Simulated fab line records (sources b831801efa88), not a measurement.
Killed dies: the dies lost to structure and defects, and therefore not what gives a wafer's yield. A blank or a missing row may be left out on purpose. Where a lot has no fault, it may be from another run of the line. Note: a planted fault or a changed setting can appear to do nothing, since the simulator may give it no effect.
A single fault, viewed from 2 desks | flow sky130 | each desk has only its own numbers; what lay behind them comes last

## TOOL OWNER'S DESK, pvdSputter-04
The tool's own readings at SKY_CAP2M_SPUTTER_02 (material TiN, target thk 200 nm, time 166.7 s): means of the sampled wafers that have a number, for each lot that ran on this tool. Any lot whose mean is over 4 standard deviations away from the usual mean is out of limits and marked OUT; that distance is given in the brackets.
Columns: A = chamberPressurePa at SKY_CAP2M_SPUTTER_02, usual 0.3999 Pa; B = throttleValvePct at SKY_CAP2M_SPUTTER_02, usual 30.2 %
lot  | first seen here | A                        | B
L734 | day 41 07:23    | 0.3996                   | 30.6
L737 | day 42 04:30    | 0.4010                   | 30.7
L744 | day 44 10:01    | 0.6113 (+99 or more) OUT | 25.1 (-4.7) OUT
L747 | day 44 23:08    | 0.6117 (+99 or more) OUT | 25.1 (-4.6) OUT
This desk's finding: out of limits on L744, L747; first on L744, day 44 10:01 (chamberPressurePa at SKY_CAP2M_SPUTTER_02). In limits: L734, L737.

## THE METROLOGY DESK
Lot by lot, what the gauges showed, no matter which tool ran the lot: averages of those sampled wafers that carry a number. Any lot whose mean is over 4 standard deviations away from the usual mean is out of limits and marked OUT; that distance is given in the brackets.
Columns: A = CAP2M_TIN_RS at SKY_CAP2M_RS_MEAS_03, usual 6.91 ohm/sq; B = CAP2M_TIN_THK at SKY_CAP2M_THK_MEAS_04, usual 197.8 nm
lot  | first seen here | A               | B
L733 | day 40 18:05    | 6.94            | 196.6
L734 | day 41 07:31    | 6.80            | 199.8
L737 | day 42 04:37    | 6.99            | 196.0
L739 | day 42 17:46    | 6.90            | 198.9
L744 | day 44 10:07    | 7.47 (+7.5) OUT | 183.6 (-6.8) OUT
L747 | day 44 23:16    | 7.44 (+7.1) OUT | 184.2 (-6.5) OUT
L748 | day 45 06:03    | 6.98            | 195.7
L750 | day 45 08:22    | 6.87            | 199.2
L751 | day 45 18:44    | 6.93            | 197.7
Finding of this desk: L744, L747 out of limits, first seen on L744 at day 44 10:07 (CAP2M_TIN_RS at SKY_CAP2M_RS_MEAS_03). In limits: L733, L734, L737, L739, L748, L750, L751.

## PUT TOGETHER
An alarm could have come from the tool owner's desk at day 44 10:01, on L744, L747.
At day 44 10:07 the metrology desk could have sounded an alarm, on L744, L747.
Of the lots named, all ran SKY_CAP2M_SPUTTER_02 on pvdSputter-04.

## WHAT HAD BEEN PUT IN BY THE SIMULATOR
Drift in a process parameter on pvdSputter-04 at SKY_CAP2M_SPUTTER_02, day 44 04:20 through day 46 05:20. A move of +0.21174 in setting chamberPressurePa, from 0.4. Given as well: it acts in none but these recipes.
Shown lots that were struck: L744, L747.
Delay (hours) between the fault's onset and each desk's first out-of-limits reading: 6 at the tool owner's desk, 6 at the metrology desk.
